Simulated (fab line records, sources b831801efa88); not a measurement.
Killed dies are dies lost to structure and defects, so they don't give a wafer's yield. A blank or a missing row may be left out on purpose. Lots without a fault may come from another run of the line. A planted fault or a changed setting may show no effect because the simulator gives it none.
Which tool did it? | flow gf180mcu | 10 lots, 30 wafers sampled, at 5 steps of a route of 602

WHAT THE GAUGES READ, wafer by wafer
GF_V2_OVL_MEAS_15. Usual: V2_OVL 2 nm, standard deviation 5.1.
lot  | measured     | on         | V2_OVL (nm) | flag
L755 | day 21 18:11 | overlay-02 | 4 -3 -1     |
L754 | day 21 22:52 | overlay-02 | 2 2 3       |
L756 | day 22 06:05 | overlay-01 | 2 -1 8      |
L757 | day 22 15:50 | overlay-02 | 10 5 4      |
L758 | day 23 01:41 | overlay-02 | -3 2 6      |
L759 | day 23 02:38 | overlay-01 | 11 4 7      |
L766 | day 25 17:52 | overlay-01 | 7 -2 4      |
L768 | day 26 05:08 | overlay-02 | 5 3 10      |
L772 | day 27 06:30 | overlay-02 | -4 2 -7     |
L773 | day 27 14:47 | overlay-01 | 10 4 6      |

GF_V3_THK_MEAS_01. Usual: V3_CVD_00_THK 592 nm, standard deviation 8.6.
lot  | measured     | on            | V3_CVD_00_THK (nm) | flag
L755 | day 22 19:41 | film_metro-03 | 605 598 596        |
L754 | day 23 00:41 | film_metro-02 | 588 587 574        |
L756 | day 23 07:39 | film_metro-03 | 581 585 590        |
L757 | day 23 16:20 | film_metro-02 | 598 587 592        |
L758 | day 24 03:10 | film_metro-01 | 608 609 610        |
L759 | day 24 04:08 | film_metro-03 | 587 574 591        |
L766 | day 26 16:59 | film_metro-01 | 602 590 601        |
L768 | day 27 04:27 | film_metro-02 | 597 609 597        |
L772 | day 28 05:28 | film_metro-01 | 592 598 594        |
L773 | day 28 13:08 | film_metro-03 | 603 608 604        |

GF_V3_RS_MEAS_24: measures by four-point-probe. Usual: V3_W_RS 0.329 ohm/sq, standard deviation 0.0037.
lot  | measured     | on            | V3_W_RS (ohm/sq)  | flag
L755 | day 23 19:28 | film_metro-02 | 0.328 0.329 0.330 |
L754 | day 24 01:16 | film_metro-02 | 0.331 0.332 0.329 |
L756 | day 24 06:55 | film_metro-02 | 0.327 0.329 0.331 |
L757 | day 24 16:02 | film_metro-01 | 0.333 0.338 0.330 |
L758 | day 25 02:13 | film_metro-02 | 0.331 0.334 0.329 |
L759 | day 25 03:47 | film_metro-02 | 0.335 0.331 0.334 |
L766 | day 27 14:20 | film_metro-01 | 0.323 0.400 0.323 | OFF
L768 | day 28 01:48 | film_metro-03 | 0.407 0.326 0.404 | OFF
L772 | day 29 02:44 | film_metro-02 | 0.326 0.328 0.328 |
L773 | day 29 10:34 | film_metro-03 | 0.334 0.333 0.333 |

GF_V3_THK_MEAS_25: measures by xrf. Usual: V3_W_THK 361 nm, standard deviation 5.2.
lot  | measured     | on            | V3_W_THK (nm) | flag
L755 | day 23 19:34 | film_metro-02 | 367 367 365   |
L754 | day 24 01:21 | film_metro-02 | 359 357 363   |
L756 | day 24 07:01 | film_metro-02 | 362 364 358   |
L757 | day 24 16:09 | film_metro-01 | 352 347 355   |
L758 | day 25 02:20 | film_metro-02 | 359 357 361   |
L759 | day 25 03:53 | film_metro-02 | 356 358 356   |
L766 | day 27 14:27 | film_metro-01 | 369 297 369   | OFF
L768 | day 28 01:55 | film_metro-03 | 293 361 294   | OFF
L772 | day 29 02:49 | film_metro-02 | 367 365 365   |
L773 | day 29 10:40 | film_metro-03 | 357 355 355   |

WHICH TOOL RAN EACH LOT (tool, then ch and the chambers of the sampled wafers, then the start)
lot  | GF_V3_CVD_23
L755 | cvd_w-01 ch 0,1, day 23 19:20
L754 | cvd_w-01 ch 0,1, day 24 01:08
L756 | cvd_w-01 ch 0,1, day 24 06:49
L757 | cvd_w-02 ch 0,1, day 24 15:55
L758 | cvd_w-02 ch 0,1, day 25 02:07
L759 | cvd_w-01 ch 0,1, day 25 03:40
L766 | cvd_w-01 ch 0,1, day 27 14:13
L768 | cvd_w-01 ch 0,1, day 28 01:40
L772 | cvd_w-02 ch 0,1, day 29 02:36
L773 | cvd_w-02 ch 0, day 29 10:26
- GF_V3_CVD_23: deposits W, target thk 350 nm, time 104.9 s.

WHAT THE TOOLS THEMSELVES READ (means of the sampled wafers that have a number; where no wafer has one, the mark that the record gives instead)
GF_V3_CVD_23. Usual: heater_power_w 924 W, standard deviation 80; susceptor_temp_C 399.98 C, standard deviation 0.23.
lot  | tool     | heater_power_w (W) | susceptor_temp_C (C) | flag
L755 | cvd_w-01 | 921                | 400.13               |
L754 | cvd_w-01 | 926                | 399.66               |
L756 | cvd_w-01 | 930                | 400.12               |
L757 | cvd_w-02 | 946                | 400.03               |
L758 | cvd_w-02 | 856                | 400.05               |
L759 | cvd_w-01 | 948                | 399.96               |
L766 | cvd_w-01 | 918                | 396.01               | OFF
L768 | cvd_w-01 | 886                | 392.08               | OFF
L772 | cvd_w-02 | 957                | 399.99               |
L773 | cvd_w-02 | 801                | 399.88               |

THE ANSWER, worked out from the rows above alone
Rule: a lot is off if the mean of its wafers that have a number lies more than 3 standard deviations from the usual mean. A lot without any number at a reading at which 4 lots or more have one is off too. The other lots that the step has rows for count as sound. The gauges are gone through in route order, then the tools' own readings, and for those a lot's mean is taken as printed above. The first step at which some lot is off is used, and at that step the reading that is off furthest; a lot without a number counts as furthest.
Off: L766, L768, at GF_V3_RS_MEAS_24 (V3_W_RS).
A tool fits if, at a process step before that reading, it ran every lot that is off, and no sound lot after the first of them. The gauges at GF_V3_RS_MEAS_24 aren't tried: what is off there is off at GF_V3_CVD_23 too, on other tools, and a gauge's error can't cause that. One fits: cvd_w-01 at GF_V3_CVD_23. Its last sound lot is L759 (day 25 03:40), its first lot that is off L766 (day 27 14:13): a fault that began between those two fits.
The tool's own readings at GF_V3_CVD_23 bear it out: on the lots that are off they differ by more than 5 times the standard deviation of the sound lots' means. susceptor_temp_C reads 394.04 C there against 399.98 C on the sound lots.

WHAT THE SIMULATOR HAD PUT IN
Process parameter drift: cvd_w-01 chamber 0, from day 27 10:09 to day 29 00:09, at GF_V3_CVD_23. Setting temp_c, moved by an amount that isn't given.
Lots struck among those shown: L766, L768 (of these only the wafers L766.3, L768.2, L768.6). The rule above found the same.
